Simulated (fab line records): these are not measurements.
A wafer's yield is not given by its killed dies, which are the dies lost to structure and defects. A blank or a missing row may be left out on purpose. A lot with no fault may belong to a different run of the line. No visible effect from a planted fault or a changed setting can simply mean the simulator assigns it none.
fab line records -- flow gf180mcu -- part 1 of 2: steps 1 to 28 of 38
[record] lots = 5, wafers = 15, lastDay = 34
route steps=602 shown M5@538 V5@540 TOP_METAL@567
lots with no fault: from the same line, run without faults
startH: hours from the record's first day to the start of the lot's first wafer shown -- waitH: hours from the lot's prior step to this one -- " same as the row above -- L1.1+2: several wafers, shown together as one row -- - no value, or no start given -- * or withheld: withheld -- < > ~ a bound
route shown NAME@n: NAME is a module with steps in the file, n the number in the route of the first one -- usual: mean/standard deviation of fault-free wafers -- same: alike in all rows -- chamber/n: place in a boat -- sites: per-site readings -- _std_site: the standard deviation of these -- _edge_site: inner sites' mean taken away from outer sites' mean -- radiusMm: how far each site lies from the wafer's centre -- mask NAME#n: copy n -- behind: tool/chamber where the wafer was last shaped -- hold: cause of the lot's hold/its duration in hours/its outcome -- device: which transistor (n, p or np) failed to switch -- end of line: at the end of the route, the tests of the same wafers -- for a step that has no rows: nothing shown but its recipe -- killed: the dies lost at the first sort to structure and to defects; this is not the yield of the wafer -- map: the dies of a wafer, with x for killed, . for not killed, _ for no die there
set.NAME: setting as actually run; set.NAME@STEP: the setting as run at that earlier step -- model.NAME: the simulator's own value behind a step, which no gauge read
certain route steps with their lots: each step a table, each wafer a row
services: the hour from which a tool's chamber was out of use, counted from the record's first day as startH (under 0 if before that day), plus the number of hours and why
[[steps]]
[step GF_M5_STRIP_12]
[recipe] chemistry = postEtchResidueRemover, timeS = 1200, tempC = 72.5
[usual] bathHeatDutyPct = 14.9/1.9
[same] timeS = 1200
lot.wafer,tool,chamber,startH,waitH,bathHeatDutyPct
L075.1,wetBench-03,3,605.84,0.1,16.6
L075.2,wetBench-03,3,605.84,0.1,18.5
L075.3,wetBench-03,3,605.84,0.1,17.9
L080.2,wetBench-03,2,667.09,0.1,13.4
L080.5,wetBench-03,2,667.09,0.1,13.0
L080.6,wetBench-03,2,667.09,0.1,13.4
L087.1,wetBench-03,3,707.13,0.1,17.5
L087.2,wetBench-03,3,707.13,0.1,18.2
L087.3,wetBench-03,3,707.13,0.1,17.5
L095.2,wetBench-04,2,751.45,0.1,13.7
L095.3,wetBench-04,2,751.45,0.1,13.7
L095.5,wetBench-04,2,751.45,0.1,13.9
L096.1,wetBench-01,2,757.94,0.1,12.6
L096.3,wetBench-01,2,757.94,0.1,13.0
L096.5,wetBench-01,2,757.94,0.1,12.6
[step GF_M5_CLEAN_13]
[recipe] chemistry = DIW, dry = n2Spin
lot.wafer,tool,chamber,startH,waitH
L075.1+2+3,wetBench-01,0,606.18,0.0
L080.2+5+6,wetBench-01,3,667.43,0.0
L087.1+2+3,wetBench-04,2,707.51,0.0
L095.2+3+5,wetBench-03,3,751.79,0.0
L096.1+3+5,wetBench-03,2,758.28,0.0
[step GF_V5_CVD_00]
[recipe] material = SiO2, targetThkNm = 300, sigmaOpenFrac = 0.3, tempC = 400, timeS = 50, sih4FlowSccm = 60, pressureMtorr = 6
[usual] pressureMtorr = 6.001/0.011, susceptorTempC = 400.00/0.23
[same] timeS = 50
lot.wafer,tool,chamber,startH,waitH,pressureMtorr,susceptorTempC
L075.1,hdpcvd-02,0,606.37,0.0,6.004,400.11
L075.2,hdpcvd-02,1,606.37,0.0,6.020,400.17
L075.3,hdpcvd-02,2,606.37,0.0,6.003,399.99
L080.2,hdpcvd-01,2,667.52,0.0,5.990,399.58
L080.5,hdpcvd-01,1,667.52,0.0,6.007,400.06
L080.6,hdpcvd-01,2,667.52,0.0,6.002,399.60
L087.1,hdpcvd-01,0,707.60,0.0,5.984,399.82
L087.2,hdpcvd-01,2,707.60,0.0,6.000,400.68
L087.3,hdpcvd-01,1,707.60,0.0,6.009,400.12
L095.2,hdpcvd-01,2,751.89,0.0,5.988,400.00
L095.3,hdpcvd-01,1,751.89,0.0,6.013,399.92
L095.5,hdpcvd-01,1,751.89,0.0,6.003,399.75
L096.1,hdpcvd-02,1,758.37,0.0,5.973,399.52
L096.3,hdpcvd-02,2,758.37,0.0,6.009,399.94
L096.5,hdpcvd-02,2,758.37,0.0,6.008,399.84
[step GF_V5_THK_MEAS_01]
[recipe] reads = SiO2_of_V5_CVD_00
[usual] V5_CVD_00_THK = 302/3
lot.wafer,tool,chamber,startH,waitH,V5_CVD_00_THK[nm]
L075.1,filmMetro-04,-,606.41,0.0,297
L075.2,filmMetro-04,-,606.41,0.0,296
L075.3,filmMetro-04,-,606.41,0.0,301
L080.2,filmMetro-02,-,667.58,0.0,305
L080.5,filmMetro-02,-,667.58,0.0,304
L080.6,filmMetro-02,-,667.58,0.0,303
L087.1,filmMetro-02,-,707.64,0.0,302
L087.2,filmMetro-02,-,707.64,0.0,303
L087.3,filmMetro-02,-,707.64,0.0,302
L095.2,filmMetro-04,-,751.94,0.0,307
L095.3,filmMetro-04,-,751.94,0.0,303
L095.5,filmMetro-04,-,751.94,0.0,301
L096.1,filmMetro-03,-,758.42,0.0,303
L096.3,filmMetro-03,-,758.42,0.0,304
L096.5,filmMetro-03,-,758.42,0.0,303
[step GF_V5_CVD_02]
[recipe] material = SiO2, targetThkNm = 1450, precursor = TEOS, tempC = 400, timeS = 163.28, rfW = 600
[usual] heaterPowerW = 662/110, susceptorTempC = 400.00/0.23
[same] timeS = 163.28
lot.wafer,tool,chamber,startH,waitH,heaterPowerW,susceptorTempC
L075.1,pecvd-02,1,606.47,0.1,727,400.35
L075.2,pecvd-02,2,606.47,0.1,737,399.65
L075.3,pecvd-02,0,606.47,0.1,873,399.92
L080.2,pecvd-02,1,667.63,0.0,763,399.86
L080.5,pecvd-02,0,667.63,0.0,729,399.91
L080.6,pecvd-02,2,667.63,0.0,600,399.76
L087.1,pecvd-02,0,707.70,0.1,822,400.39
L087.2,pecvd-02,1,707.70,0.1,757,400.25
L087.3,pecvd-02,2,707.70,0.1,723,399.97
L095.2,pecvd-03,2,751.99,0.0,675,400.06
L095.3,pecvd-03,1,751.99,0.0,697,399.61
L095.5,pecvd-03,2,751.99,0.0,743,400.10
L096.1,pecvd-03,2,758.48,0.1,691,400.13
L096.3,pecvd-03,1,758.48,0.1,669,399.98
L096.5,pecvd-03,2,758.48,0.1,772,399.90
[step GF_V5_THK_MEAS_03]
[recipe] reads = SiO2_of_V5_CVD_02
[usual] V5_CVD_02_THK = 1449/18
lot.wafer,tool,chamber,startH,waitH,V5_CVD_02_THK[nm]
L075.1,filmMetro-02,-,606.58,0.1,1443
L075.2,filmMetro-02,-,606.58,0.1,1422
L075.3,filmMetro-02,-,606.58,0.1,1429
L080.2,filmMetro-03,-,667.75,0.1,1464
L080.5,filmMetro-03,-,667.75,0.1,1474
L080.6,filmMetro-03,-,667.75,0.1,1470
L087.1,filmMetro-03,-,707.81,0.1,1449
L087.2,filmMetro-03,-,707.81,0.1,1455
L087.3,filmMetro-03,-,707.81,0.1,1439
L095.2,filmMetro-02,-,752.11,0.1,1413
L095.3,filmMetro-02,-,752.11,0.1,1445
L095.5,filmMetro-02,-,752.11,0.1,1427
L096.1,filmMetro-04,-,758.59,0.1,1438
L096.3,filmMetro-04,-,758.59,0.1,1434
L096.5,filmMetro-04,-,758.59,0.1,1448
[step GF_V5_CMP_04]
[recipe] material = SiO2, downForcePsi = 4, platenRpm = 60, padVelocityMS = 0.94248
[usual] motorCurrentA = 12.1/1.2
lot.wafer,tool,chamber,startH,waitH,motorCurrentA
L075.3,cmp-02,3,606.64,0.0,13.1
L075.2,cmp-02,1,606.64,0.0,14.4
L075.1,cmp-02,2,606.64,0.0,12.6
L080.2,cmp-02,1,667.80,0.0,14.8
L080.6,cmp-02,1,667.80,0.0,15.1
L080.5,cmp-02,2,667.80,0.0,12.4
L087.3,cmp-02,3,707.87,0.0,12.8
L087.2,cmp-02,1,707.87,0.0,14.1
L087.1,cmp-02,2,707.87,0.0,13.1
L095.3,cmp-02,3,752.26,0.1,13.0
L095.2,cmp-02,0,752.26,0.1,10.1
L095.5,cmp-02,2,752.26,0.1,13.2
L096.1,cmp-01,3,758.65,0.1,10.9
L096.3,cmp-01,2,758.65,0.1,10.9
L096.5,cmp-01,0,758.65,0.1,12.4
[step GF_V5_BOW_MEAS_05]
[recipe] mode = bow
[usual] V5_BOW = 133/10
lot.wafer,tool,chamber,startH,waitH,V5_BOW[um]
L075.1,filmMetro-04,-,606.94,0.1,152
L075.2,filmMetro-04,-,606.94,0.1,148
L075.3,filmMetro-04,-,606.94,0.1,139
L080.2,filmMetro-02,-,668.12,0.3,107
L080.5,filmMetro-02,-,668.12,0.3,116
L080.6,filmMetro-02,-,668.12,0.3,110
L087.1,filmMetro-03,-,708.17,0.1,132
L087.2,filmMetro-03,-,708.17,0.1,134
L087.3,filmMetro-03,-,708.17,0.1,135
L095.2,filmMetro-04,-,752.48,0.1,133
L095.3,filmMetro-04,-,752.48,0.1,130
L095.5,filmMetro-04,-,752.48,0.1,121
L096.1,filmMetro-03,-,758.95,0.2,137
L096.3,filmMetro-03,-,758.95,0.2,131
L096.5,filmMetro-03,-,758.95,0.2,129
[step GF_V5_DEHYDRATE_06]
[recipe] tempC = 200, timeS = 60
[same] timeS = 60
lot.wafer,tool,chamber,startH,waitH
L075.1+2+3,lithoTrack-02,0,616.50,9.5
L080.2+5+6,lithoTrack-03,0,677.09,9.0
L087.1+2+3,lithoTrack-02,0,716.95,8.8
L095.2+3+5,lithoTrack-01,0,760.12,7.6
L096.1+3+5,lithoTrack-03,0,766.16,7.2
[step GF_V5_HMDS_07]
[recipe] primeTimeS = 60, primeTempC = 120
lot.wafer,tool,chamber,startH,waitH
L075.1+2+3,lithoTrack-02,0,616.65,0.1
L080.2+5+6,lithoTrack-03,0,677.24,0.1
L087.1+2+3,lithoTrack-02,0,717.10,0.1
L095.2+3+5,lithoTrack-01,0,760.27,0.1
L096.1+3+5,lithoTrack-03,0,766.31,0.1
[step GF_V5_COAT_08]
[recipe] resist = BARC, tempC = withheld, timeS = withheld, spinRpm = withheld, resistThkNm = withheld
[usual] dispensePressureKPa = 55.5/2.5
lot.wafer,tool,chamber,startH,waitH,dispensePressureKPa
L075.1,lithoTrack-02,0,616.80,0.1,58.6
L075.2,lithoTrack-02,0,616.80,0.1,58.6
L075.3,lithoTrack-02,0,616.80,0.1,58.6
L080.2,lithoTrack-03,0,677.39,0.1,52.9
L080.5,lithoTrack-03,0,677.39,0.1,52.9
L080.6,lithoTrack-03,0,677.39,0.1,52.9
L087.1,lithoTrack-02,0,717.25,0.1,58.6
L087.2,lithoTrack-02,0,717.25,0.1,58.6
L087.3,lithoTrack-02,0,717.25,0.1,58.6
L095.2,lithoTrack-01,0,760.42,0.1,55.9
L095.3,lithoTrack-01,0,760.42,0.1,56.0
L095.5,lithoTrack-01,0,760.42,0.1,56.0
L096.1,lithoTrack-03,0,766.46,0.1,52.9
L096.3,lithoTrack-03,0,766.46,0.1,52.9
L096.5,lithoTrack-03,0,766.46,0.1,52.9
[step GF_V5_COAT_09]
[recipe] resist = KrF, spinRpm = withheld, resistThkNm = 1000
[usual] dispensePressureKPa = 55.5/2.5
lot.wafer,tool,chamber,startH,waitH,dispensePressureKPa
L075.1,lithoTrack-02,0,-,-,58.6
L075.2,lithoTrack-02,0,-,-,58.6
L075.3,lithoTrack-02,0,-,-,58.5
L080.2,lithoTrack-03,0,-,-,52.8
L080.5,lithoTrack-03,0,-,-,52.9
L080.6,lithoTrack-03,0,-,-,52.9
L087.1,lithoTrack-02,0,-,-,58.6
L087.2,lithoTrack-02,0,-,-,58.6
L087.3,lithoTrack-02,0,-,-,58.5
L095.2,lithoTrack-01,0,-,-,55.9
L095.3,lithoTrack-01,0,-,-,56.0
L095.5,lithoTrack-01,0,-,-,55.9
L096.1,lithoTrack-03,0,-,-,52.9
L096.3,lithoTrack-03,0,-,-,52.9
L096.5,lithoTrack-03,0,-,-,52.9
[step GF_V5_SOFTBAKE_10]
[recipe] tempC = 130, timeS = 60, resist = KrF
[same] timeS = 60
lot.wafer,tool,chamber,startH,waitH
L075.1+2+3,lithoTrack-02,0,-,-
L080.2+5+6,lithoTrack-03,0,-,-
L087.1+2+3,lithoTrack-02,0,-,-
L095.2+3+5,lithoTrack-01,0,-,-
L096.1+3+5,lithoTrack-03,0,-,-
[step GF_V5_EXPOSE_11]
[recipe] maskId = Via5, targetCdNm = 260, na = 0.68, sourceShape = conventional, sigmaOuter = 0.6, doseMj = 38
lot.wafer,tool,chamber,startH,waitH,mask
L075.1+2+3,krfScanner-01,0,-,-,Via5#0
L080.2+5+6,krfScanner-01,0,-,-,Via5#0
L087.1+2+3,krfScanner-01,0,-,-,Via5#0
L095.2+3+5,krfScanner-01,0,-,-,Via5#0
L096.1+3+5,krfScanner-02,0,-,-,Via5#0
[step GF_V5_PEB_12]
[recipe] pebTempC = 135, pebTimeS = 90, resist = KrF
lot.wafer,tool,chamber,startH,waitH
L075.1+2+3,lithoTrack-02,0,-,-
L080.2+5+6,lithoTrack-03,0,-,-
L087.1+2+3,lithoTrack-01,0,-,-
L095.2+3+5,lithoTrack-03,0,-,-
L096.1+3+5,lithoTrack-02,0,-,-
[step GF_V5_DEVELOP_13]
[recipe] developTimeS = 60, resist = KrF, devTempC = 21
[same] developTimeS = 60
lot.wafer,tool,chamber,startH,waitH
L075.1+2+3,lithoTrack-02,0,627.45,0.2
L080.2+5+6,lithoTrack-03,0,686.09,0.2
L087.1+2+3,lithoTrack-01,0,725.89,0.2
L095.2+3+5,lithoTrack-03,0,768.39,0.2
L096.1+3+5,lithoTrack-02,0,774.75,0.2
[step GF_V5_CD_MEAS_14]
[recipe] targetCdNm = 260
[usual] cdNm = 260.0/1.3
lot.wafer,tool,chamber,startH,waitH,cdNm
L075.1,cdSem-02,-,627.60,0.1,261.9
L075.2,cdSem-02,-,627.60,0.1,262.1
L075.3,cdSem-02,-,627.60,0.1,261.7
L080.2,cdSem-01,-,686.23,0.1,260.7
L080.5,cdSem-01,-,686.23,0.1,261.9
L080.6,cdSem-01,-,686.23,0.1,259.9
L087.1,cdSem-01,-,726.04,0.1,257.1
L087.2,cdSem-01,-,726.04,0.1,258.1
L087.3,cdSem-01,-,726.04,0.1,258.7
L095.2,cdSem-02,-,768.53,0.1,260.2
L095.3,cdSem-02,-,768.53,0.1,258.1
L095.5,cdSem-02,-,768.53,0.1,259.7
L096.1,cdSem-01,-,774.90,0.1,260.6
L096.3,cdSem-01,-,774.90,0.1,261.2
L096.5,cdSem-01,-,774.90,0.1,260.3
[step GF_V5_OVL_MEAS_15]
[usual] V5_OVL = -3/4.8
lot.wafer,tool,chamber,startH,waitH,V5_OVL[nm]
L075.1,overlay-01,-,627.72,0.1,3
L075.2,overlay-01,-,627.72,0.1,5
L075.3,overlay-01,-,627.72,0.1,-1
L080.2,overlay-02,-,686.34,0.1,-1
L080.5,overlay-02,-,686.34,0.1,3
L080.6,overlay-02,-,686.34,0.1,-7
L087.1,overlay-02,-,726.16,0.1,4
L087.2,overlay-02,-,726.16,0.1,-2
L087.3,overlay-02,-,726.16,0.1,1
L095.2,overlay-02,-,768.64,0.1,4
L095.3,overlay-02,-,768.64,0.1,-2
L095.5,overlay-02,-,768.64,0.1,-7
L096.1,overlay-02,-,775.02,0.1,-7
L096.3,overlay-02,-,775.02,0.1,-8
L096.5,overlay-02,-,775.02,0.1,-9
[step GF_V5_ETCH_16]
[recipe] chemistry = N2/H2, targetDepthA = withheld, overetchA = withheld, timeS = withheld, target = BARC, ionEnergyEv = 200, sourceW = 500, biasW = 100, pressureMtorr = 30, n2FlowSccm = 100, h2FlowSccm = 200
[usual] drypumpMotorCurrentA = 5.9/0.37, oesProductAu = 0.855/0.0045, throttleValvePct = 13.225/0.0097
lot.wafer,tool,chamber,startH,waitH,drypumpMotorCurrentA,oesProductAu,throttleValvePct
L075.1,rieDiel-02,3,627.76,0.0,5.3,0.849,13.238
L075.2,rieDiel-02,2,627.76,0.0,5.7,0.850,13.232
L075.3,rieDiel-02,1,627.76,0.0,6.4,0.855,13.228
L080.2,rieDiel-04,2,686.37,0.0,5.2,0.862,13.215
L080.5,rieDiel-04,1,686.37,0.0,6.1,0.857,13.229
L080.6,rieDiel-04,0,686.37,0.0,5.4,0.858,13.193
L087.1,rieDiel-02,2,726.20,0.0,5.7,0.850,13.226
L087.2,rieDiel-02,0,726.20,0.0,6.4,0.854,13.230
L087.3,rieDiel-02,1,726.20,0.0,6.4,0.861,13.238
L095.2,rieDiel-01,2,768.67,0.0,5.8,0.851,13.225
L095.3,rieDiel-01,0,768.67,0.0,6.0,0.857,13.239
L095.5,rieDiel-01,3,768.67,0.0,6.0,0.855,13.227
L096.1,rieDiel-02,3,775.06,0.0,5.3,0.865,13.229
L096.3,rieDiel-02,0,775.06,0.0,6.4,0.859,13.223
L096.5,rieDiel-02,3,775.06,0.0,5.2,0.856,13.221
[step GF_V5_ETCH_17]
[recipe] chemistry = C4F8/O2/Ar, maskMaterial = KrF, target = SiO2, stopOn = TiN, sourceW = 1500, biasW = 1200, pressureMtorr = 40, c4f8FlowSccm = withheld, O2_flow_sccm = 6, Ar_flow_sccm = 300, timeS = withheld, targetDepthA = 8550
[usual] oesProductAu = 0.859/0.0038
lot.wafer,tool,chamber,startH,waitH,oesProductAu
L075.1,rieDiel-02,3,-,-,0.865
L075.2,rieDiel-02,2,-,-,0.861
L075.3,rieDiel-02,1,-,-,0.863
L080.2,rieDiel-04,2,-,-,0.868
L080.5,rieDiel-04,1,-,-,0.863
L080.6,rieDiel-04,0,-,-,0.851
L087.1,rieDiel-02,2,-,-,0.855
L087.2,rieDiel-02,0,-,-,0.864
L087.3,rieDiel-02,1,-,-,0.855
L095.2,rieDiel-01,2,-,-,0.855
L095.3,rieDiel-01,0,-,-,0.862
L095.5,rieDiel-01,3,-,-,0.855
L096.1,rieDiel-02,3,-,-,0.855
L096.3,rieDiel-02,0,-,-,0.859
L096.5,rieDiel-02,3,-,-,0.864
[step GF_V5_STRIP_18]
[recipe] chemistry = O2/N2, powerW = 1400, pressureMtorr = 1500, platenTempC = 250, o2FlowSccm = 3000, n2FlowSccm = 300, overashFraction = 0.5
[usual] drypumpMotorCurrentA = 5.7/0.6, heaterPowerW = 332/25, oesProductAu = 0.569/0.0047, platenTempC = 250.00/0.17
lot.wafer,tool,chamber,startH,waitH,drypumpMotorCurrentA,heaterPowerW,oesProductAu,platenTempC,rfHoursCounterH
L075.1,plasmaAsher-04,0,627.91,-,5.2,309,0.567,249.90,99
L075.2,plasmaAsher-04,1,627.91,-,5.2,305,0.569,250.09,99
L075.3,plasmaAsher-04,0,627.91,-,5.2,304,0.569,249.85,-
L080.2,plasmaAsher-02,1,686.52,-,6.8,366,0.563,250.19,28
L080.5,plasmaAsher-02,1,686.52,-,6.7,376,0.570,250.15,-
L080.6,plasmaAsher-02,0,686.52,-,5.4,344,0.576,250.06,-
L087.1,plasmaAsher-03,1,726.35,-,5.9,320,0.567,250.23,73
L087.2,plasmaAsher-03,0,726.35,-,5.9,351,0.570,249.93,73
L087.3,plasmaAsher-03,1,726.35,-,5.8,322,0.571,249.94,-
L095.2,plasmaAsher-02,0,768.82,-,5.4,336,0.565,250.02,37
L095.3,plasmaAsher-02,0,768.82,-,5.4,339,0.572,249.96,-
L095.5,plasmaAsher-02,1,768.82,-,6.8,368,0.562,249.69,-
L096.1,plasmaAsher-04,0,775.21,-,5.2,295,0.575,250.16,4
L096.3,plasmaAsher-04,1,775.21,-,5.2,300,0.575,250.04,-
L096.5,plasmaAsher-04,0,775.21,-,5.2,304,0.574,250.09,-
[step GF_V5_STRIP_19]
[recipe] chemistry = postEtchResidueRemover, timeS = 1200, tempC = 72.5
[usual] bathHeatDutyPct = 13.9/1.4
[same] timeS = 1200
lot.wafer,tool,chamber,startH,waitH,bathHeatDutyPct
L075.1,wetBench-01,1,628.01,0.1,13.1
L075.2,wetBench-01,1,628.01,0.1,14.1
L075.3,wetBench-01,1,628.01,0.1,13.5
L080.2,wetBench-03,3,686.62,0.1,16.9
L080.5,wetBench-03,3,686.62,0.1,17.8
L080.6,wetBench-03,3,686.62,0.1,17.9
L087.1,wetBench-01,2,726.45,0.1,12.5
L087.2,wetBench-01,2,726.45,0.1,12.6
L087.3,wetBench-01,2,726.45,0.1,12.6
L095.2,wetBench-02,3,768.92,0.1,13.9
L095.3,wetBench-02,3,768.92,0.1,14.4
L095.5,wetBench-02,3,768.92,0.1,13.0
L096.1,wetBench-01,0,775.31,0.1,14.4
L096.3,wetBench-01,0,775.31,0.1,13.3
L096.5,wetBench-01,0,775.31,0.1,14.0
[step GF_V5_CLEAN_20]
[recipe] chemistry = DIW, dry = n2Spin
lot.wafer,tool,chamber,startH,waitH
L075.1+2+3,wetBench-02,0,628.35,0.0
L080.2+5+6,wetBench-02,3,686.96,0.0
L087.1+2+3,wetBench-02,1,726.79,0.0
L095.2+3+5,wetBench-03,3,769.26,0.0
L096.1+3+5,wetBench-02,0,775.65,0.0
[step GF_V5_SPUTTER_21]
[recipe] material = Ti, targetThkNm = 15, chamberPressurePa = 5, powerW = 2500, substrateTempC = 200, timeS = 80.02
[usual] throttleValvePct = 29.9/0.96
[same] timeS = 80.02
lot.wafer,tool,chamber,startH,waitH,throttleValvePct
L075.1,pvdSputter-04,-,628.45,0.0,28.8
L075.2,pvdSputter-04,-,628.45,0.0,31.0
L075.3,pvdSputter-04,-,628.45,0.0,30.0
L080.2,pvdSputter-04,-,687.15,0.0,28.5
L080.5,pvdSputter-04,-,687.15,0.0,28.4
L080.6,pvdSputter-04,-,687.15,0.0,30.2
L087.1,pvdSputter-04,-,726.88,0.0,29.2
L087.2,pvdSputter-04,-,726.88,0.0,30.0
L087.3,pvdSputter-04,-,726.88,0.0,31.0
L095.2,pvdSputter-04,-,769.35,0.0,29.0
L095.3,pvdSputter-04,-,769.35,0.0,28.6
L095.5,pvdSputter-04,-,769.35,0.0,28.3
L096.1,pvdSputter-02,-,775.75,0.0,30.1
L096.3,pvdSputter-02,-,775.75,0.0,29.8
L096.5,pvdSputter-02,-,775.75,0.0,30.5
[step GF_V5_SPUTTER_22]
[recipe] material = TiN, targetThkNm = 10, chamberPressurePa = 5, powerW = 4000, timeS = 40
[usual] throttleValvePct = 30.0/0.96
[same] timeS = 40
lot.wafer,tool,chamber,startH,waitH,throttleValvePct
L075.1,pvdSputter-04,-,628.52,0.0,29.3
L075.2,pvdSputter-04,-,628.52,0.0,30.9
L075.3,pvdSputter-04,-,628.52,0.0,30.3
L080.2,pvdSputter-04,-,687.21,0.0,28.3
L080.5,pvdSputter-04,-,687.21,0.0,28.6
L080.6,pvdSputter-04,-,687.21,0.0,30.0
L087.1,pvdSputter-04,-,726.95,0.0,29.1
L087.2,pvdSputter-04,-,726.95,0.0,30.3
L087.3,pvdSputter-04,-,726.95,0.0,31.0
L095.2,pvdSputter-04,-,769.41,0.0,29.1
L095.3,pvdSputter-04,-,769.41,0.0,28.6
L095.5,pvdSputter-04,-,769.41,0.0,28.5
L096.1,pvdSputter-02,-,775.81,0.0,30.1
L096.3,pvdSputter-02,-,775.81,0.0,29.9
L096.5,pvdSputter-02,-,775.81,0.0,30.6
[step GF_V5_CVD_23]
[recipe] material = W, targetThkNm = 350, timeS = 104.9, tempC = 400, pressureTorr = 40
[usual] chamberPressureTorr = 40.00/0.098, heaterPowerW = 840/110, susceptorTempC = 400.00/0.24
[same] timeS = 104.9
lot.wafer,tool,chamber,startH,waitH,chamberPressureTorr,heaterPowerW,susceptorTempC
L075.1,cvdW-02,1,628.55,0.0,39.93,696,400.33
L075.2,cvdW-02,0,628.55,0.0,40.04,893,400.15
L075.3,cvdW-02,0,628.55,0.0,39.97,876,400.13
L080.2,cvdW-02,0,687.25,0.0,39.98,890,399.96
L080.5,cvdW-02,1,687.25,0.0,39.88,710,400.04
L080.6,cvdW-02,0,687.25,0.0,39.97,875,399.93
L087.1,cvdW-01,1,726.98,0.0,40.02,995,400.07
L087.2,cvdW-01,0,726.98,0.0,39.99,779,400.19
L087.3,cvdW-01,1,726.98,0.0,40.15,995,400.02
L095.2,cvdW-02,1,769.45,0.0,40.00,713,399.91
L095.3,cvdW-02,0,769.45,0.0,39.80,868,400.37
L095.5,cvdW-02,1,769.45,0.0,39.95,704,399.60
L096.1,cvdW-01,1,775.86,0.0,39.91,994,399.66
L096.3,cvdW-01,0,775.86,0.0,39.91,784,400.11
L096.5,cvdW-01,0,775.86,0.0,39.99,771,399.97
[step GF_V5_RS_MEAS_24]
[recipe] thkMeasGauge = four-point-probe, reads = W_of_V5_CVD_23+TiN_of_V5_SPUTTER_22+Ti_of_V5_SPUTTER_21
[usual] V5_W_RS = 0.325/0.0037
lot.wafer,tool,chamber,startH,waitH,V5_W_RS[ohm/sq]
L075.1,filmMetro-03,-,628.67,0.1,0.328
L075.2,filmMetro-03,-,628.67,0.1,0.332
L075.3,filmMetro-03,-,628.67,0.1,0.336
L080.2,filmMetro-02,-,687.38,0.1,0.331
L080.5,filmMetro-02,-,687.38,0.1,0.329
L080.6,filmMetro-02,-,687.38,0.1,0.337
L087.1,filmMetro-03,-,727.10,0.1,0.325
L087.2,filmMetro-03,-,727.10,0.1,0.325
L087.3,filmMetro-03,-,727.10,0.1,0.323
L095.2,filmMetro-02,-,769.59,0.1,0.319
L095.3,filmMetro-02,-,769.59,0.1,0.329
L095.5,filmMetro-02,-,769.59,0.1,0.323
L096.1,filmMetro-02,-,775.97,0.1,0.326
L096.3,filmMetro-02,-,775.97,0.1,0.323
L096.5,filmMetro-02,-,775.97,0.1,0.326
[step GF_V5_THK_MEAS_25]
[recipe] thkMeasGauge = xrf, reads = W_of_V5_CVD_23
[usual] V5_W_THK = 344/5.2
lot.wafer,tool,chamber,startH,waitH,V5_W_THK[nm]
L075.1,filmMetro-03,-,628.79,0.1,343
L075.2,filmMetro-03,-,628.79,0.1,339
L075.3,filmMetro-03,-,628.79,0.1,335
L080.2,filmMetro-02,-,687.49,0.1,336
L080.5,filmMetro-02,-,687.49,0.1,336
L080.6,filmMetro-02,-,687.49,0.1,329
L087.1,filmMetro-03,-,727.22,0.1,341
L087.2,filmMetro-03,-,727.22,0.1,339
L087.3,filmMetro-03,-,727.22,0.1,342
L095.2,filmMetro-02,-,769.70,0.1,347
L095.3,filmMetro-02,-,769.70,0.1,339
L095.5,filmMetro-02,-,769.70,0.1,342
L096.1,filmMetro-02,-,776.09,0.1,339
L096.3,filmMetro-02,-,776.09,0.1,343
L096.5,filmMetro-02,-,776.09,0.1,339
